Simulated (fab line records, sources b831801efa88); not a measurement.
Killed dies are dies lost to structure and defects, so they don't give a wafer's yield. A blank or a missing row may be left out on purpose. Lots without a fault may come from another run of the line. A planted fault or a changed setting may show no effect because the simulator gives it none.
Which tool did it? | flow gf180mcu | 14 lots, 42 wafers sampled, at 5 steps of a route of 602

WHAT THE GAUGES READ, wafer by wafer
GF_STI_BOW_MEAS_00.
lot  | measured    | on            | INCOMING_BOW (um)
L652 | day 1 10:01 | film_metro-01 | -4 -8 8
L653 | day 1 15:04 | film_metro-02 | -10 -1 -10
L654 | day 1 20:00 | film_metro-02 | 2 0 -5
L656 | day 2 06:00 | film_metro-02 | 8 2 0
L657 | day 2 11:01 | film_metro-04 | -14 -4 -16
L659 | day 2 21:00 | film_metro-04 | -2 7 -3
L660 | day 3 02:00 | film_metro-02 | -11 -2 -1
L662 | day 3 12:00 | film_metro-01 | -7 -8 -3
L663 | day 3 17:04 | film_metro-04 | 3 0 -1
L664 | day 3 22:00 | film_metro-02 | 2 5 5
L665 | day 4 03:02 | film_metro-01 | 4 -1 -6
L669 | day 4 23:01 | film_metro-01 | 3 2 5
L671 | day 5 09:00 | film_metro-04 | -5 6 -1
L675 | day 6 05:00 | film_metro-02 | 2 5 0

GF_DUAL_GATE_THK_MEAS_03.
lot  | measured     | on            | DUAL_GATE_OXIDATION_00_THK (nm)
L652 | day 7 18:58  | film_metro-02 | 10.53 10.34 10.55
L653 | day 7 21:59  | film_metro-04 | 11.14 11.02 11.23
L654 | day 8 04:30  | film_metro-04 | 11.21 11.16 11.14
L656 | day 8 23:37  | film_metro-02 | 11.18 11.14 11.00
L657 | day 9 03:25  | film_metro-04 | 10.89 11.02 10.91
L659 | day 9 17:16  | film_metro-02 | 10.87 10.91 10.82
L660 | day 10 00:47 | film_metro-02 | 11.21 11.27 11.35
L662 | day 10 09:58 | film_metro-02 | 11.37 11.20 11.23
L663 | day 10 18:06 | film_metro-01 | 10.84 10.82 10.85
L664 | day 10 21:46 | film_metro-02 | 11.36 11.40 11.25
L665 | day 11 08:32 | film_metro-01 | 11.20 11.11 11.11
L669 | day 12 11:11 | film_metro-01 | 13.63 13.77 13.92
L671 | day 12 21:49 | film_metro-02 | 14.04 13.94 14.05
L675 | day 14 02:00 | film_metro-04 | 10.68 10.62 10.59

GF_POLY_GATE_THK_MEAS_17.
lot  | measured     | on            | POLY_GATE_OXIDATION_THK (nm)
L652 | day 9 08:41  | film_metro-03 | 4.01 3.92 4.00
L653 | day 9 11:57  | film_metro-01 | 3.98 4.07 3.92
L654 | day 9 22:46  | film_metro-02 | 4.10 4.09 4.09
L656 | day 10 16:05 | film_metro-02 | 3.95 4.07 4.02
L657 | day 10 22:18 | film_metro-02 | 3.99 3.95 3.94
L659 | day 11 09:39 | film_metro-01 | 3.93 3.87 3.87
L660 | day 11 17:46 | film_metro-02 | 4.02 3.99 4.05
L662 | day 12 04:18 | film_metro-02 | 3.91 3.93 3.93
L663 | day 12 18:49 | film_metro-02 | 3.96 3.97 3.90
L664 | day 12 20:37 | film_metro-03 | 4.05 4.09 4.03
L665 | day 13 03:05 | film_metro-01 | 3.98 3.93 3.97
L669 | day 14 07:05 | film_metro-02 | 4.06 3.95 4.03
L671 | day 14 20:01 | film_metro-01 | 4.16 4.09 3.98
L675 | day 16 01:04 | film_metro-01 | 4.07 4.09 4.14

GF_PSD_CD_MEAS_07: target cd 400 nm.
lot  | measured     | on        | cd_nm (nm)
L652 | day 14 06:31 | cd_sem-02 | 398.1 400.3 401.3
L653 | day 14 09:34 | cd_sem-02 | 402.5 398.9 402.3
L654 | day 14 22:48 | cd_sem-02 | 403.4 401.0 401.1
L656 | day 15 20:09 | cd_sem-01 | 400.8 400.5 399.4
L657 | day 16 03:28 | cd_sem-02 | 402.1 403.4 402.9
L659 | day 16 18:39 | cd_sem-02 | 400.8 399.4 399.5
L660 | day 17 01:13 | cd_sem-01 | 401.2 401.4 400.6
L662 | day 17 17:15 | cd_sem-01 | 402.3 404.8 404.3
L663 | day 18 08:46 | cd_sem-01 | 401.6 402.4 402.4
L664 | day 18 11:39 | cd_sem-02 | 401.8 400.3 398.7
L665 | day 18 20:38 | cd_sem-02 | 398.6 399.6 397.7
L669 | day 20 05:10 | cd_sem-02 | 403.6 401.6 401.6
L671 | day 20 19:27 | cd_sem-01 | 403.5 400.5 402.3
L675 | day 22 02:09 | cd_sem-02 | 400.3 397.9 398.5

WHICH TOOL RAN EACH LOT (tool, then ch and the chambers of the sampled wafers, then the start)
lot  | GF_DUAL_GATE_OXIDATION_02
L652 | furnace-01 ch 0, day 7 17:31
L653 | furnace-02 ch 0, day 7 20:31
L654 | furnace-02 ch 0, day 8 03:03
L656 | furnace-02 ch 0, day 8 22:10
L657 | furnace-01 ch 0, day 9 01:58
L659 | furnace-01 ch 0, day 9 15:49
L660 | furnace-02 ch 0, day 9 23:20
L662 | furnace-02 ch 0, day 10 08:31
L663 | furnace-01 ch 0, day 10 16:37
L664 | furnace-02 ch 0, day 10 20:19
L665 | furnace-02 ch 0, day 11 07:04
L669 | furnace-01 ch 0, day 12 09:43
L671 | furnace-01 ch 0, day 12 20:23
L675 | furnace-02 ch 0, day 14 00:33
- GF_DUAL_GATE_OXIDATION_02: stabilise 600 s, purge 300 s, target thk 10.887 nm.

WHAT THE TOOLS THEMSELVES READ (means of the sampled wafers that have a number; where no wafer has one, the mark that the record gives instead)
GF_DUAL_GATE_OXIDATION_02.
lot  | tool       | zone_power_top_pct (%)
L652 | furnace-01 | 34.2
L653 | furnace-02 | 32.4
L654 | furnace-02 | 32.4
L656 | furnace-02 | 32.3
L657 | furnace-01 | 34.1
L659 | furnace-01 | 34.4
L660 | furnace-02 | 32.2
L662 | furnace-02 | 32.6
L663 | furnace-01 | 34.5
L664 | furnace-02 | 32.4
L665 | furnace-02 | 32.3
L669 | furnace-01 | 34.2
L671 | furnace-01 | 34.0
L675 | furnace-02 | 32.6

THE ANSWER, worked out from the rows above alone
Rule: what is usual is taken from the lots themselves. Put in order of their means at a reading, lots are off if they are a third of the lots or fewer, leave a main group of 4 or more, and stand apart from it by a gap of 3 or more times the standard deviation of the main group's means; of several such gaps the widest counts. A main group whose means are all the same, to the digits that the tables above print for the reading, isn't used. A lot without any number at a reading at which 4 lots or more have one is off too. The other lots that the step has rows for count as sound. The gauges are gone through in route order, then the tools' own readings, and for those a lot's mean is taken as printed above. The first step at which some lot is off is used, and at that step the reading that is off furthest; a lot without a number counts as furthest.
Off: L669, L671, at GF_DUAL_GATE_THK_MEAS_03 (DUAL_GATE_OXIDATION_00_THK). The main group: mean 11.01 nm, standard deviation 0.26.
A tool fits if, at a process step before that reading, it ran every lot that is off, and no sound lot after the first of them. The gauges at GF_DUAL_GATE_THK_MEAS_03 are tried like those tools. One fits: furnace-01 at GF_DUAL_GATE_OXIDATION_02. Its last sound lot is L663 (day 10 16:37), its first lot that is off L669 (day 12 09:43): a fault that began between those two fits.

WHAT THE SIMULATOR HAD PUT IN
Process parameter drift: furnace-01, from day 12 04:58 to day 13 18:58, at GF_DUAL_GATE_OXIDATION_02. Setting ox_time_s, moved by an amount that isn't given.
Lots struck among those shown: L669, L671. The rule above found the same.
